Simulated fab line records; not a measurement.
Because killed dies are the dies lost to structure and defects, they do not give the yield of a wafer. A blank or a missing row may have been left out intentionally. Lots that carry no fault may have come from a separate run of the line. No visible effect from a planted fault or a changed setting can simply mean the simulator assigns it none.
8D (eight disciplines) problem report, filled in by code / flow sky130 / the parts of the form that need people (team, actions taken, sign-off) are left out

1. WHAT WENT WRONG
SKY_LDD_LDN_STRIP_12, oes_product_au: mean 0.939 a.u. on 3 wafers (1 lot); fault-free wafers 0.715 a.u., standard deviation 0.0045. Measured from the usual mean, that is +50 standard deviations.
The step: strips in O2/N2.
The first sign was on wafer L865.2 at day 27 03:14, on plasma_asher-01. Wafers with a number at this step in the record: 36, from 12 lots. By rule, "out" or "out of limits" means more than 4 standard deviations away from the usual mean. Any other wafer with a number is counted as sound.

2. WHAT IT IS AND WHAT IT IS NOT
question=which readings at this step | is=oes_product_au | is not=drypump_motor_current_A
question=which lots | is=L865 | is not=L852, L853, L854, L856, L859, L861, L863, L864, L870, L874, L875
question=which wafers of those lots | is=all that have a number | is not=-
question=read on which tools | is=plasma_asher-01 | is not=plasma_asher-03, plasma_asher-04
question=when | is=from day 27 03:14 | is not=up to then (24 sound wafers); but 9 sound wafers of L870, L874, L875 came after

3. THE SUSPECTS, EACH WITH WHAT RULES IT OUT
Counting: a tool at a process step up to the reading stays a suspect if it ran every lot that is out and no sound lot after the first of them.
- plasma_asher-02 at SKY_LDD_P_STRIP_10 (strips in O2/N2): kept. It ran the lot that is out, L865 (day 23 12:48), and no sound lot after that; its last sound lot up to then is L856 (day 21 11:50).
- plasma_asher-01 at SKY_LDD_LDN_STRIP_12 (strips in O2/N2): ruled out as a lasting fault. The sound lots L874, L875 went through it after L865, its earliest lot that is out (day 27 03:14).
Remaining after the count: plasma_asher-02 at SKY_LDD_P_STRIP_10.

4. THE CAUSE (what the simulator had put in)
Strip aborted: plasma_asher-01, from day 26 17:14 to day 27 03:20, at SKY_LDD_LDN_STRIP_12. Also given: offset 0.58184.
Counting ruled it out, wrongly.

5. SEQUENCE OF EFFECTS, ordered by route
Each row: a reading whose mean over the struck wafers that have a number lies more than 3 standard deviations from the usual. Only readings for which the record gives a usual standard deviation are gone through. hours: the time from each lot's start at the first step in this table that gives one to its start at this step, as a median over the lots. sigmas: the change in usual standard deviations.
hours=0; step=SKY_LDD_LDN_STRIP_12; reading=oes_product_au; usual=0.715 a.u.; on struck wafers=0.939; change=+0.224; sigmas=+50
hours=520; step=SKY_PAD_OPEN_PROBE_99; reading=killed_at_front_end; usual=15; on struck wafers=430; change=+415; sigmas=+94
hours=520; step=SKY_PAD_OPEN_PROBE_99; reading=killed_dies; usual=86; on struck wafers=492; change=+406; sigmas=+45
hours=520; step=SKY_PAD_OPEN_PROBE_99; reading=killed_on_rim; usual=16; on struck wafers=96; change=+80; sigmas=+23
It contains these process steps:
- SKY_LDD_LDN_STRIP_12: strips in O2/N2.
- SKY_PAD_OPEN_PROBE_99
Readings that are blank on the struck wafers while sound wafers have them: strip_time_to_endpoint_s at SKY_LDD_LDN_STRIP_12.

6. WHAT WOULD HAVE CAUGHT IT SOONER
In this record no reading fell out of limits until day 27 03:14, 10 hours after the fault had begun at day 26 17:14.
